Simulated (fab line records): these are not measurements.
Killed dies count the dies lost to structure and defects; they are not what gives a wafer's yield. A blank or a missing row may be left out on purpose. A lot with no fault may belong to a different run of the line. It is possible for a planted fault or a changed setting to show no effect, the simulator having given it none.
Commonality check across tools || flow gf180mcu || 14 lots and 42 wafers in the sample

== WHAT PROMPTED THE OPENING ==
GF_HV_LDD_RS_MEAS_53, reading HV_LDD_RS: flagged on 2 of 14 lots. Fault-free wafers read 418.1 ohm/sq, with a standard deviation of 0.92.
Rule: a lot is flagged when every wafer of it that has a number lies more than 4 standard deviations from that mean, or none has a number. All remaining lots are regarded as sound.

{"lot": "L153", "measured": "day 12 05:11", "on": "film_metro-04", "HV_LDD_RS (ohm/sq), wafer by wafer": "418.3 417.7 418.2", "flag": ""}
{"lot": "L154", "measured": "day 12 13:03", "on": "film_metro-04", "HV_LDD_RS (ohm/sq), wafer by wafer": "418.5 419.7 418.7", "flag": ""}
{"lot": "L155", "measured": "day 12 23:59", "on": "film_metro-04", "HV_LDD_RS (ohm/sq), wafer by wafer": "417.1 417.3 416.6", "flag": ""}
{"lot": "L157", "measured": "day 13 13:56", "on": "film_metro-03", "HV_LDD_RS (ohm/sq), wafer by wafer": "417.8 418.0 418.6", "flag": ""}
{"lot": "L159", "measured": "day 14 11:00", "on": "film_metro-03", "HV_LDD_RS (ohm/sq), wafer by wafer": "418.6 417.7 418.7", "flag": ""}
{"lot": "L160", "measured": "day 14 18:28", "on": "film_metro-01", "HV_LDD_RS (ohm/sq), wafer by wafer": "416.0 417.3 416.3", "flag": ""}
{"lot": "L161", "measured": "day 15 04:48", "on": "film_metro-04", "HV_LDD_RS (ohm/sq), wafer by wafer": "419.7 418.2 418.7", "flag": ""}
{"lot": "L162", "measured": "day 15 08:12", "on": "film_metro-01", "HV_LDD_RS (ohm/sq), wafer by wafer": "402.7 403.3 402.6", "flag": "FLAGGED"}
{"lot": "L163", "measured": "day 15 20:02", "on": "film_metro-04", "HV_LDD_RS (ohm/sq), wafer by wafer": "405.3 405.5 405.2", "flag": "FLAGGED"}
{"lot": "L172", "measured": "day 18 21:33", "on": "film_metro-01", "HV_LDD_RS (ohm/sq), wafer by wafer": "417.0 418.2 417.5", "flag": ""}
{"lot": "L173", "measured": "day 19 04:56", "on": "film_metro-03", "HV_LDD_RS (ohm/sq), wafer by wafer": "419.3 418.8 419.2", "flag": ""}
{"lot": "L174", "measured": "day 19 15:14", "on": "film_metro-04", "HV_LDD_RS (ohm/sq), wafer by wafer": "417.8 417.8 418.2", "flag": ""}
{"lot": "L175", "measured": "day 20 04:43", "on": "film_metro-01", "HV_LDD_RS (ohm/sq), wafer by wafer": "416.4 417.0 417.7", "flag": ""}
{"lot": "L176", "measured": "day 20 04:50", "on": "film_metro-03", "HV_LDD_RS (ohm/sq), wafer by wafer": "418.5 418.6 418.4", "flag": ""}
The mean of the flagged lots' numbers is 404.1 ohm/sq, -14.0 ohm/sq from the usual (-15 standard deviations).

== WHICH TOOL EACH LOT WENT THROUGH ==
The record keeps 1 process step preceding the reading, out of 602 steps on the route. Each cell gives the tool, then ch followed by the chambers the sampled wafers passed through, then the start.
{"lot": "L153", "flag": "", "GF_HV_LDD_IMPLANT_33": "implanter-03 ch 0, day 11 09:22"}
{"lot": "L154", "flag": "", "GF_HV_LDD_IMPLANT_33": "implanter-03 ch 0, day 11 17:02"}
{"lot": "L155", "flag": "", "GF_HV_LDD_IMPLANT_33": "implanter-04 ch 0, day 12 03:34"}
{"lot": "L157", "flag": "", "GF_HV_LDD_IMPLANT_33": "implanter-03 ch 0, day 12 17:37"}
{"lot": "L159", "flag": "", "GF_HV_LDD_IMPLANT_33": "implanter-03 ch 0, day 13 13:13"}
{"lot": "L160", "flag": "", "GF_HV_LDD_IMPLANT_33": "implanter-04 ch 0, day 13 20:44"}
{"lot": "L161", "flag": "", "GF_HV_LDD_IMPLANT_33": "implanter-04 ch 0, day 14 07:34"}
{"lot": "L162", "flag": "FLAGGED", "GF_HV_LDD_IMPLANT_33": "implanter-04 ch 0, day 14 11:28"}
{"lot": "L163", "flag": "FLAGGED", "GF_HV_LDD_IMPLANT_33": "implanter-04 ch 0, day 14 21:52"}
{"lot": "L172", "flag": "", "GF_HV_LDD_IMPLANT_33": "implanter-02 ch 0, day 17 20:35"}
{"lot": "L173", "flag": "", "GF_HV_LDD_IMPLANT_33": "implanter-02 ch 0, day 18 03:31"}
{"lot": "L174", "flag": "", "GF_HV_LDD_IMPLANT_33": "implanter-03 ch 0, day 18 13:19"}
{"lot": "L175", "flag": "", "GF_HV_LDD_IMPLANT_33": "implanter-03 ch 0, day 19 02:53"}
{"lot": "L176", "flag": "", "GF_HV_LDD_IMPLANT_33": "implanter-02 ch 0, day 19 02:59"}
These steps, and what they do:
- GF_HV_LDD_IMPLANT_33
- GF_HV_LDD_RS_MEAS_53: measures by four-point-probe.

== FLAGGED AGAINST TOTAL, ONE TOOL AT A TIME (gauges that did the reading follow at the end) ==
{"step": "GF_HV_LDD_IMPLANT_33", "tool": "implanter-02", "lots run": 3, "flagged": 0, "share of the flagged lots": "none", "sound lots run after its first flagged lot": "-"}
{"step": "GF_HV_LDD_IMPLANT_33", "tool": "implanter-03", "lots run": 6, "flagged": 0, "share of the flagged lots": "none", "sound lots run after its first flagged lot": "-"}
{"step": "GF_HV_LDD_IMPLANT_33", "tool": "implanter-04", "lots run": 5, "flagged": 2, "share of the flagged lots": "all", "sound lots run after its first flagged lot": 0}
{"step": "GF_HV_LDD_RS_MEAS_53", "tool": "film_metro-01", "lots run": 4, "flagged": 1, "share of the flagged lots": "some", "sound lots run after its first flagged lot": "2 (L172,L175)"}
{"step": "GF_HV_LDD_RS_MEAS_53", "tool": "film_metro-03", "lots run": 4, "flagged": 0, "share of the flagged lots": "none", "sound lots run after its first flagged lot": "-"}
{"step": "GF_HV_LDD_RS_MEAS_53", "tool": "film_metro-04", "lots run": 6, "flagged": 1, "share of the flagged lots": "some", "sound lots run after its first flagged lot": "1 (L174)"}

== THE TABLE: WHAT IT ALLOWS ==
In the table, 1 row covers all flagged lots: implanter-04 at GF_HV_LDD_IMPLANT_33.
- implanter-04 at GF_HV_LDD_IMPLANT_33: 2 of its 5 lots flagged. It ran its last sound lot, L161, at day 14 07:34 and its first flagged lot, L162, at day 14 11:28: a fault with its onset between the two fits. Its own readings (beam_energy_keV) fall more than 4 standard deviations out on all wafers of the flagged lots.
Just one tool remains: implanter-04 at GF_HV_LDD_IMPLANT_33.

== WHAT THE SIMULATOR HAD INSERTED ==
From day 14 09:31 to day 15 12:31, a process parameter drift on implanter-04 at GF_HV_LDD_IMPLANT_33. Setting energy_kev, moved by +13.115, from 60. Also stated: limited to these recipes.
Shown lots that were struck: L162, L163. The rule above found the same.
